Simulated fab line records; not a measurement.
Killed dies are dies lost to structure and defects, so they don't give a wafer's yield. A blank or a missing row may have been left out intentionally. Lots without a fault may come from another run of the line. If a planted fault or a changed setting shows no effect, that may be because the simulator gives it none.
fab line records -- flow sky130 -- part 2 of 2: steps 34 to 39 of 39
[record] lots = 5, wafers = 15, last_day = 49
route steps=708 shown METAL4@598 CAP2M@603
lots that met no fault: from a run of the same line without faults
start_h: hours from the record's first day to the start of the lot's first wafer shown -- wait_h: how many hours have passed since the lot's step before this one -- " unchanged from the row above -- L1.1+2: a row that stands for several wafers -- - no value, or no start given -- * or withheld: withheld -- < > ~ a bound
route shown NAME@n: NAME is a module with steps in the file, n the number in the route of the first one -- usual: the fault-free wafers' mean and standard deviation -- same: alike in all rows -- chamber/n: place in a boat -- sites: the reading at each site -- _std_site: standard deviation across them -- _edge_site: outer sites' mean less inner sites' -- radius_mm: how far each site lies from the wafer's centre -- mask NAME#n: copy n -- behind: tool/chamber where the wafer was last shaped -- hold: why the lot was held/for how many hours/how that ended -- device: whichever transistor did not switch (one of n, p or np) -- end of line: at the end of the route, the tests of the same wafers -- where a step has no rows: the recipe by itself -- killed: not the wafer's yield, but the dies lost to structure and defects at the first sort -- map: the dies of a wafer, with x for killed, . for not killed, _ for no die there
set.NAME: the run value of the setting; set.NAME@STEP: its run value at that earlier step -- model.NAME: the simulator's own value behind a step, which no gauge read
certain route steps with their lots: each step a table, each wafer a row
services: a tool's chamber out of use, with start hour (start_h, from the record's first day; less than 0 if before it), hours out, and reason
[[steps]]
[step SKY_METAL4_DESCUM_15]
[recipe] chemistry = O2, source_power_w = 150, bias_power_w = 0, pressure_mtorr = 10, temp_c = 40, time_s = 8
[usual] drypump_motor_current_A = 5.7/0.42, oes_product_au = 1.002/0.012
[same] bias_power_w = 0
lot.wafer,tool,chamber,start_h,wait_h,drypump_motor_current_A,oes_product_au,rf_hours_counter_h
L077.2,rie_metal-01,0,1005.79,0.0,6.3,0.994,14
L077.3,rie_metal-01,1,1005.79,0.0,5.4,0.999,-
L077.6,rie_metal-01,1,1005.79,0.0,5.3,1.004,-
L083.1,rie_metal-03,1,1047.67,0.0,6.1,1.031,5
L083.2,rie_metal-03,0,1047.67,0.0,5.2,0.999,19
L083.5,rie_metal-03,0,1047.67,0.0,5.2,1.007,-
L084.1,rie_metal-04,1,1055.24,0.0,5.4,1.001,18
L084.2,rie_metal-04,0,1055.24,0.0,5.8,0.986,13
L084.4,rie_metal-04,1,1055.24,0.0,5.4,0.998,-
L089.1,rie_metal-01,1,1089.89,0.0,5.4,1.003,21
L089.2,rie_metal-01,0,1089.89,0.0,6.3,0.995,20
L089.3,rie_metal-01,1,1089.89,0.0,5.4,1.004,-
L094.2,rie_metal-03,1,1108.54,0.0,6.2,1.016,10
L094.3,rie_metal-03,1,1108.54,0.0,6.2,1.011,-
L094.4,rie_metal-03,0,1108.54,0.0,5.2,1.009,-
[step SKY_METAL4_ETCH_16]
[recipe] chemistry = N2/H2, target = BARC, ion_energy_ev = 200, bias_w = 100, pressure_mtorr = 30, n2_flow_sccm = 100, h2_flow_sccm = 200, icp_w = 500, stop_on = SiO2, time_s = 88.2, target_depth_a = 600
[usual] drypump_motor_current_A = 5.7/0.42, oes_product_au = 0.626/0.0044, throttle_valve_pct = 13.205/0.0088
lot.wafer,tool,chamber,start_h,wait_h,drypump_motor_current_A,oes_product_au,rf_hours_counter_h,throttle_valve_pct
L077.2,rie_metal-01,0,1005.82,0.0,6.3,0.626,14,13.199
L077.3,rie_metal-01,1,1005.82,0.0,5.4,0.624,-,13.216
L077.6,rie_metal-01,1,1005.82,0.0,5.4,0.629,-,13.200
L083.1,rie_metal-03,1,1047.71,0.0,6.2,0.631,5,13.207
L083.2,rie_metal-03,0,1047.71,0.0,5.1,0.625,19,13.200
L083.5,rie_metal-03,0,1047.71,0.0,5.2,0.632,-,13.203
L084.1,rie_metal-04,1,1055.27,0.0,5.3,0.627,18,13.187
L084.2,rie_metal-04,0,1055.27,0.0,5.8,0.622,13,13.206
L084.4,rie_metal-04,1,1055.27,0.0,5.4,0.625,-,13.211
L089.1,rie_metal-01,1,1089.92,0.0,5.4,0.625,21,13.219
L089.2,rie_metal-01,0,1089.92,0.0,6.3,0.626,20,13.200
L089.3,rie_metal-01,1,1089.92,0.0,5.4,0.624,-,13.185
L094.2,rie_metal-03,1,1108.57,0.0,6.2,0.636,10,13.199
L094.3,rie_metal-03,1,1108.57,0.0,6.2,0.628,-,13.211
L094.4,rie_metal-03,0,1108.57,0.0,5.2,0.627,-,13.209
[step SKY_METAL4_ETCH_17]
[recipe] target = SiO2, stop_on = TiN, chemistry = C4F8/O2/Ar, source_w = 1500, bias_w = 1200, pressure_mtorr = 40, c4f8_flow_sccm = withheld, O2_flow_sccm = 6, Ar_flow_sccm = 300, time_s = 3.9, target_depth_a = 150
[usual] oes_product_au = 0.755/0.0075
lot.wafer,tool,chamber,start_h,wait_h,oes_product_au,rf_hours_counter_h
L077.2,rie_diel-01,0,1005.92,0.1,0.756,15
L077.3,rie_diel-01,0,1005.92,0.1,0.751,-
L077.6,rie_diel-01,2,1005.92,0.1,0.749,-
L083.1,rie_diel-01,1,1047.80,0.1,0.766,10
L083.2,rie_diel-01,0,1047.80,0.1,0.750,17
L083.5,rie_diel-01,1,1047.80,0.1,0.763,-
L084.1,rie_diel-01,2,1055.37,0.1,0.764,16
L084.2,rie_diel-01,0,1055.37,0.1,0.746,17
L084.4,rie_diel-01,2,1055.37,0.1,0.764,-
L089.1,rie_diel-04,2,1090.02,0.1,0.757,18
L089.2,rie_diel-04,0,1090.02,0.1,0.750,20
L089.3,rie_diel-04,1,1090.02,0.1,0.755,21
L094.2,rie_diel-01,0,1108.67,0.1,0.751,19
L094.3,rie_diel-01,3,1108.67,0.1,0.754,19
L094.4,rie_diel-01,1,1108.67,0.1,0.750,12
[step SKY_METAL4_METAL_ETCH_18]
[recipe] target_depth_a = 8450, stop_on = SiO2, over_etch_frac = 0.3, time_s = 183.1, chemistry = Cl2/BCl3, resist_sidewall_deg = 88, pressure_mtorr = 10, icp_w = 900, bias_w = 48.5, Cl2_flow_sccm = 60, bcl3_flow_sccm = 30
[usual] drypump_motor_current_A = 5.7/0.39, oes_product_au = 0.867/0.0081, throttle_valve_pct = 22.264/0.0098
[same] over_etch_frac = 0.3
lot.wafer,tool,chamber,start_h,wait_h,drypump_motor_current_A,oes_product_au,rf_hours_counter_h,throttle_valve_pct
L077.2,rie_metal-04,0,1005.94,0.0,5.8,0.860,10,22.273
L077.3,rie_metal-04,1,1005.94,0.0,5.3,0.865,-,22.278
L077.6,rie_metal-04,1,1005.94,0.0,5.3,0.862,-,22.259
L083.1,rie_metal-04,1,1047.82,0.0,5.4,0.856,17,22.265
L083.2,rie_metal-04,0,1047.82,0.0,5.8,0.866,12,22.273
L083.5,rie_metal-04,1,1047.82,0.0,5.3,0.869,-,22.272
L084.1,rie_metal-01,0,1055.39,0.0,6.3,0.870,18,22.266
L084.2,rie_metal-01,1,1055.39,0.0,5.4,0.863,19,22.255
L084.4,rie_metal-01,0,1055.39,0.0,6.2,0.877,-,22.268
L089.1,rie_metal-03,0,1090.04,0.0,5.2,0.879,22,22.276
L089.2,rie_metal-03,1,1090.04,0.0,6.1,0.865,8,22.250
L089.3,rie_metal-03,1,1090.04,0.0,6.2,0.876,-,22.264
L094.2,rie_metal-04,0,1108.69,0.0,5.8,0.872,17,22.249
L094.3,rie_metal-04,0,1108.69,0.0,5.8,0.870,-,22.255
L094.4,rie_metal-04,1,1108.69,0.0,5.3,0.862,-,22.272
[step SKY_METAL4_STRIP_19]
[recipe] chemistry = O2/N2, power_w = 1400, pressure_mtorr = 1500, platen_temp_c = withheld, o2_flow_sccm = 3000, n2_flow_sccm = 300, overash_fraction = 0.5
[usual] drypump_motor_current_A = 5.60/0.2, oes_product_au = 0.503/0.0053, strip_time_to_endpoint_s = 6.55/0.088
[same] overash_fraction = 0.5
lot.wafer,tool,chamber,start_h,wait_h,drypump_motor_current_A,oes_product_au,rf_hours_counter_h,strip_time_to_endpoint_s
L077.2,plasma_asher-01,1,1006.12,0.1,5.46,0.508,89,6.64
L077.3,plasma_asher-01,0,1006.12,0.1,5.59,0.512,-,6.59
L077.6,plasma_asher-01,0,1006.12,0.1,5.59,0.499,-,6.54
L083.1,plasma_asher-04,1,1048.00,0.1,5.90,0.497,61,6.49
L083.2,plasma_asher-04,0,1048.00,0.1,5.65,0.509,61,6.57
L083.5,plasma_asher-04,0,1048.00,0.1,5.65,0.507,-,6.51
L084.1,plasma_asher-04,1,1055.56,0.1,5.93,0.506,62,6.62
L084.2,plasma_asher-04,0,1055.56,0.1,5.67,0.509,62,6.46
L084.4,plasma_asher-04,1,1055.56,0.1,5.88,0.505,-,6.63
L089.1,plasma_asher-04,0,1090.21,0.1,5.66,0.493,66,6.43
L089.2,plasma_asher-04,1,1090.21,0.1,5.96,0.506,66,6.46
L089.3,plasma_asher-04,0,1090.21,0.1,5.67,0.494,-,6.46
L094.2,plasma_asher-03,0,1108.86,0.1,5.27,0.513,4,6.62
L094.3,plasma_asher-03,1,1108.86,0.1,5.70,0.500,-,6.60
L094.4,plasma_asher-03,0,1108.86,0.1,5.27,0.508,-,6.57
[step SKY_METAL4_STRIP_20]
[recipe] chemistry = post_etch_residue_remover, time_s = 1200, temp_c = 72.5
[usual] bath_heat_duty_pct = 13.9/1.5
lot.wafer,tool,chamber,start_h,wait_h,bath_heat_duty_pct
L077.2,wet_bench-02,0,1006.22,0.1,16.8
L077.3,wet_bench-02,0,1006.22,0.1,16.4
L077.6,wet_bench-02,0,1006.22,0.1,16.3
L083.1,wet_bench-03,1,1048.10,0.1,13.6
L083.2,wet_bench-03,1,1048.10,0.1,12.3
L083.5,wet_bench-03,1,1048.10,0.1,12.7
L084.1,wet_bench-01,2,1055.66,0.1,14.9
L084.2,wet_bench-01,2,1055.66,0.1,14.7
L084.4,wet_bench-01,2,1055.66,0.1,14.2
L089.1,wet_bench-01,0,1090.32,0.1,11.4
L089.2,wet_bench-01,0,1090.32,0.1,11.1
L089.3,wet_bench-01,0,1090.32,0.1,11.9
L094.2,wet_bench-02,2,1108.96,0.1,13.3
L094.3,wet_bench-02,2,1108.96,0.1,13.9
L094.4,wet_bench-02,2,1108.96,0.1,12.3
[[services]]
tool,chamber,start_h,hours,kind
pvd_sputter-03,-,949.14,14.9,repair
rie_diel-01,3,970.43,101.3,repair
krf_scanner-01,-,973.20,1.0,pm
rie_diel-01,-,983.36,0.3,repair
pvd_sputter-01,-,984.22,1.3,repair
krf_scanner-01,-,988.84,0.3,repair
rie_diel-01,1,992.21,14.2,repair
rie_diel-01,2,996.24,2.9,repair
plasma_asher-04,-,1016.21,2.8,pm
iline_stepper-02,-,1018.92,1.7,pm
krf_scanner-01,-,1030.25,3.0,pm
plasma_asher-04,-,1035.81,0.7,repair
rie_diel-01,0,1038.21,2.9,repair
wet_bench-04,-,1052.49,0.9,repair
pvd_sputter-02,-,1057.94,1.1,repair
pvd_sputter-04,-,1058.18,0.7,repair
pvd_sputter-01,-,1061.32,7.6,repair
pvd_sputter-04,-,1066.90,1.3,repair
krf_scanner-01,-,1073.22,1.3,pm
krf_scanner-01,-,1080.20,0.8,pm
rie_metal-04,-,1083.70,0.2,repair
rie_diel-01,-,1084.97,14.6,pm
pvd_sputter-01,-,1104.92,3.8,repair
rie_metal-03,0,1105.67,2.6,repair
